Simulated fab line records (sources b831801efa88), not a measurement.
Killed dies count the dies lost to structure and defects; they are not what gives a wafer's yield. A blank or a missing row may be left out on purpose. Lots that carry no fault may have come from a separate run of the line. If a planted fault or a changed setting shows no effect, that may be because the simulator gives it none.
Problem report, 8D (eight disciplines) form, completed by code -- flow sky130 -- the parts of the form that need people (team, actions taken, sign-off) are left out

1. THE PROBLEM
POLY_GATE_CVD_00_THK at SKY_POLY_GATE_THK_MEAS_01 reads a mean of 235.0 nm on 3 wafers of 1 lot; wafers without a fault read 180.0 nm with a standard deviation of 1.7. That puts it +32 standard deviations away from the usual mean.
First observed at day 18 18:34: wafer L636.2, on filmMetro-03. At this step, 39 wafers from 13 lots have a number in the record. Rule for "out" (also "out of limits"): further than 4 standard deviations from the usual mean. The rest of the wafers with a number are treated as sound.

2. WHAT IT IS, AND WHAT IT ISN'T
question,is,is not
which readings at this step,POLY_GATE_CVD_00_THK,-
which lots,L636,"L623, L624, L625, L627, L628, L630, L631, L632, L633, L634, L645, L646"
which wafers of those lots,all that have a number,-
read on which gauges,filmMetro-03,"filmMetro-02, filmMetro-04"
when,from day 18 18:34,"up to then (30 sound wafers); but 6 sound wafers of L645, L646 came after"

3. WHAT RULES OUT EACH SUSPECT
Counting: any tool at a process step up to the reading is kept as a suspect provided that every lot that is out went through it and no sound lot did after the first of them.
- the gauge at SKY_POLY_GATE_THK_MEAS_01: kept. All the wafers that are out were read on filmMetro-03, and no step on other tools shows them out.
- lpcvd-01 at SKY_POLY_GATE_CVD_00 (deposits poly-Si, target thk 180 nm, time 720 s): ruled out as a lasting fault. Following L636 (day 18 17:21), the first lot on it that is out, the sound lots L645, L646 were run on it.
The count leaves filmMetro-03 at SKY_POLY_GATE_THK_MEAS_01.

4. THE CAUSE (what the simulator had put in)
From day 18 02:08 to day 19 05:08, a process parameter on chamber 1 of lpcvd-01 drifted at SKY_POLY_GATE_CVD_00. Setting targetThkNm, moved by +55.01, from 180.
The count ruled it out by mistake, since the rule takes a fault to strike every lot its tool runs from the start of the fault on, and this one did not do so.

5. SEQUENCE OF EFFECTS, ordered by route
Rows list readings where the struck wafers' mean (over those with a number) sits beyond 3 standard deviations from the usual. Scope: only readings with a usual standard deviation given in the record; hours: median across lots of the time from each lot's start at the first step in this table that gives one to its start at this step; sigmas: change in usual standard deviations.
hours,step,reading,usual,on struck wafers,change,sigmas
0,SKY_POLY_GATE_THK_MEAS_01,POLY_GATE_CVD_00_THK,180.0 nm,235.0,+55.0,+32

6. WHAT WOULD HAVE CAUGHT IT SOONER
16 hours passed between the start of the fault at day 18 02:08 and the first reading out of limits at a measuring or inspecting step in this record, taken at day 18 18:34.
No tool reading at SKY_POLY_GATE_CVD_00 that has a usual standard deviation in the record was out on any struck wafer, so an alarm limit of 4 standard deviations on those readings would not have fired.
